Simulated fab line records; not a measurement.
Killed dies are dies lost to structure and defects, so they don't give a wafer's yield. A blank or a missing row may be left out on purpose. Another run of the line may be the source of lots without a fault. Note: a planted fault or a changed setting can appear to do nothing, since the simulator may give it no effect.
The tool behind it: which one? :: flow sky130 :: 33 wafers from 11 lots sampled at 3 of the route's 708 steps

WHAT EACH GAUGE READ, for each wafer
SKY_NWELL_TW_MEAS_15.
lot: L636
measured: day 4 16:11
on: film metro-02
NWELL_TW: 1851 1838 1844

lot: L638
measured: day 5 08:23
on: film metro-03
NWELL_TW: 1833 1825 1823

lot: L639
measured: day 5 07:58
on: film metro-03
NWELL_TW: 1825 1828 1840

lot: L646
measured: day 7 01:58
on: film metro-04
NWELL_TW: 1858 1866 1889 1868 1872 1879

lot: L647
measured: day 7 06:19
on: film metro-02
NWELL_TW: 1868 1870 1882 1868 1874 1861

lot: L648
measured: day 7 11:22
on: film metro-03
NWELL_TW: 1879 1876 1876 1865 1881 1860

lot: L653
measured: day 8 16:32
on: film metro-02
NWELL_TW: 1827 1827 1837

lot: L654
measured: day 8 23:13
on: film metro-03
NWELL_TW: 1836 1845 1838

lot: L655
measured: day 9 04:29
on: film metro-03
NWELL_TW: 1847 1844 1842

lot: L657
measured: day 10 12:49
on: film metro-03
NWELL_TW: 1845 1843 1834

lot: L658
measured: day 10 13:46
on: film metro-02
NWELL_TW: 1836 1844 1855

WHICH TOOL RAN EACH LOT (tool, then ch and the chambers of the sampled wafers, then the start)
lot: L636
SKY_NWELL_IMPLANT_11: implanter-03 ch 0, day 4 15:40
SKY_NWELL_STRIP_14: plasma asher-01 ch 0,1, day 4 16:06

lot: L638
SKY_NWELL_IMPLANT_11: implanter-03 ch 0, day 5 07:52
SKY_NWELL_STRIP_14: plasma asher-01 ch 0,1, day 5 08:19

lot: L639
SKY_NWELL_IMPLANT_11: implanter-02 ch 0, day 5 07:25
SKY_NWELL_STRIP_14: plasma asher-04 ch 0,1, day 5 07:52

lot: L646
SKY_NWELL_IMPLANT_11: implanter-03 ch 0, day 7 01:25
SKY_NWELL_STRIP_14: plasma asher-01 ch 0,1, day 7 01:52

lot: L647
SKY_NWELL_IMPLANT_11: implanter-03 ch 0, day 7 05:47
SKY_NWELL_STRIP_14: plasma asher-04 ch 0,1, day 7 06:13

lot: L648
SKY_NWELL_IMPLANT_11: implanter-03 ch 0, day 7 10:49
SKY_NWELL_STRIP_14: plasma asher-01 ch 0,1, day 7 11:16

lot: L653
SKY_NWELL_IMPLANT_11: implanter-02 ch 0, day 8 16:01
SKY_NWELL_STRIP_14: plasma asher-01 ch 0,1, day 8 16:27

lot: L654
SKY_NWELL_IMPLANT_11: implanter-01 ch 0, day 8 22:40
SKY_NWELL_STRIP_14: plasma asher-01 ch 1, day 8 23:07

lot: L655
SKY_NWELL_IMPLANT_11: implanter-02 ch 0, day 9 03:57
SKY_NWELL_STRIP_14: plasma asher-01 ch 0,1, day 9 04:22

lot: L657
SKY_NWELL_IMPLANT_11: implanter-01 ch 0, day 10 12:16
SKY_NWELL_STRIP_14: plasma asher-02 ch 1, day 10 12:43

lot: L658
SKY_NWELL_IMPLANT_11: implanter-02 ch 0, day 10 13:14
SKY_NWELL_STRIP_14: plasma asher-02 ch 0,1, day 10 13:40
- SKY_NWELL_IMPLANT_11
- SKY_NWELL_STRIP_14: strips in O2/N2.

THE ANSWER, worked out from the rows above alone
Rule: the lots themselves supply what counts as usual. The widest of any qualifying gaps counts: lots, ordered by their means at a reading, are off when they make up no more than a third of the lots, leave a main group of 4 or more, and stand apart from it by 3 or more times the standard deviation of that group's means. Not used: any main group whose means are identical at the precision the tables above print for the reading. A lot without any number at a reading at which 4 lots or more have one is off too. Where the step has rows for the other lots, those lots are counted as sound.
Off: at SKY_NWELL_TW_MEAS_15 (NWELL_TW), L646, L647, L648. The main group has a mean of 1838 with a standard deviation of 6.8.
If a tool, at a process step before that reading, ran all the lots that are off and no sound lot after the first of them, it fits. Those tools and the gauges at SKY_NWELL_TW_MEAS_15 are tried in the same way. One fits: SKY_NWELL_IMPLANT_11 on implanter-03. A fault onset in the window from L638 (day 5 07:52, its last sound lot) to L646 (day 7 01:25, its first lot off) fits.

WHAT HAD BEEN PUT IN BY THE SIMULATOR
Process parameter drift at SKY_NWELL_IMPLANT_11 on implanter-03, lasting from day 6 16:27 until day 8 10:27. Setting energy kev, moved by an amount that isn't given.
Struck lots among those shown: L646, L647, L648. The same result came from the rule above.
